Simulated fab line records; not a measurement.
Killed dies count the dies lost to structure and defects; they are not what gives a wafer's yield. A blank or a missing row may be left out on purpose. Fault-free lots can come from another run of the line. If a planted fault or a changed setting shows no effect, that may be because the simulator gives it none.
Comparing a struck lot with a sound one | flow gf180mcu | 15 out of 602 route steps
Sound: wafers L982.1, L982.3, L982.6. Struck: wafer L997.5 (L997.1, L997.2, from the same lot, were not struck and are left out); the cause is given at the end.
For every step that has rows: the tool of each side, followed by ch and its chambers, followed by its first start. Under that, the readings that differ: sound wafers | struck wafers | difference of the means | sigmas: that difference in standard deviations of wafers without a fault.
alike: readings with means less than 2 such deviations apart, plus words and numbers identical on both sides. not compared: withheld readings, readings lacking a value on some wafer, bounds such as >300 that could conceal the same value, and numbers that have no deviation in the record and whose values overlap.
A row with sigmas, a row that says differs or no value, or rows on one side alone: a step with any of these is where the two part. When numbers do not overlap yet have no deviation, they are printed without sigmas and do not part them. A reading that every wafer of one side lacks parts them only if that side has two wafers or more.

GF_V3_OVL_MEAS_15:
  sound on overlay-02 at day 23 02:34; struck on overlay-01 at day 28 17:29
  alike: V3_OVL
then, 1 step without rows for these wafers: GF_V3_ETCH_16 (etches BARC in N2/H2).
GF_V3_ETCH_17: etches SiO2 in C4F8/O2/Ar, stops on TiN, target depth 635 nm.
  sound: rie-diel-03 ch 1,3; struck: rie-diel-01 ch 2
  alike: bias-w, oes-product-au
GF_V3_STRIP_18: strips in O2/N2.
  sound on plasma-asher-03 ch 0,1, day 23 02:44; struck on plasma-asher-04 ch 1, day 28 17:38
  alike: drypump-motor-current-A, heater-power-w, n2-flow-sccm, oes-product-au
  not compared: rf-hours-counter-h
then, 2 steps without rows for these wafers: GF_V3_STRIP_19 (strips in post etch residue remover, time 1200 s); GF_V3_CLEAN_20 (cleans in DIW).
GF_V3_SPUTTER_21: material Ti, target thk 15 nm, time 80.02 s.
  sound on pvd-sputter-03 at day 23 03:20; struck on pvd-sputter-01 at day 28 18:35
  alike: throttle-valve-pct
then, 2 steps without rows for these wafers: GF_V3_SPUTTER_22 (material TiN, target thk 10 nm, time 40 s); GF_V3_CVD_23 (deposits W, target thk 350 nm, time 104.9 s).
GF_V3_RS_MEAS_24: measurement is done with a four-point probe.
  sound on film-metro-02 at day 23 03:32; struck on film-metro-04 at day 28 18:47
  reading          | sound             | struck | difference | sigmas
  V3_W_RS (ohm/sq) | 0.324 0.327 0.322 | 0.334  | +0.010     | +2
GF_V3_THK_MEAS_25: measures by xrf.
  sound on film-metro-02 at day 23 03:40; struck on film-metro-04 at day 28 18:55
  reading       | sound       | struck | difference | sigmas
  V3_W_THK (nm) | 363 359 361 | 350    | -11        | -2
GF_V3_CMP_26: polishes, stops on SiO2, t overpolish 16.34 s, target thk 0 nm.
  sound on cmp-01 ch 0,1, day 23 03:43; struck on cmp-02 ch 0, day 28 18:58
  alike: motor-current-A, overpolish-run-s, time-to-endpoint-s
GF_M4_SPUTTER_00: material Ti, target thk 37.5 nm, time 150 s.
  sound on pvd-sputter-02 at day 23 04:01; struck on pvd-sputter-04 at day 28 19:16
  reading                               | sound          | struck | difference | sigmas
  model.Ti_of_M4_SPUTTER_00.thk-nm (nm) | 37.85 37.87 38 | 33.29  | -4.62      |
  alike: throttle-valve-pct
GF_M4_SPUTTER_01: material TiN, target thk 30 nm, time 25 s.
  sound on pvd-sputter-02 at day 23 04:07; struck on pvd-sputter-04 at day 28 19:22
  alike: throttle-valve-pct
-- the record jumps here: 6 days lie between the struck wafers' starts before and after (it left off in module M4 and takes up again in module PASSIVATION, whose first step shown is number 602 of the route) --
GF_PASSIVATION_PROBE_99:
  only the struck wafers here have rows in the record (prober-01, day 34 07:43); the sound ones have none

WHERE THEY PART
Last at GF_PASSIVATION_PROBE_99 as far as this record goes, first at GF_V3_RS_MEAS_24.

WHY: what the simulator had put in
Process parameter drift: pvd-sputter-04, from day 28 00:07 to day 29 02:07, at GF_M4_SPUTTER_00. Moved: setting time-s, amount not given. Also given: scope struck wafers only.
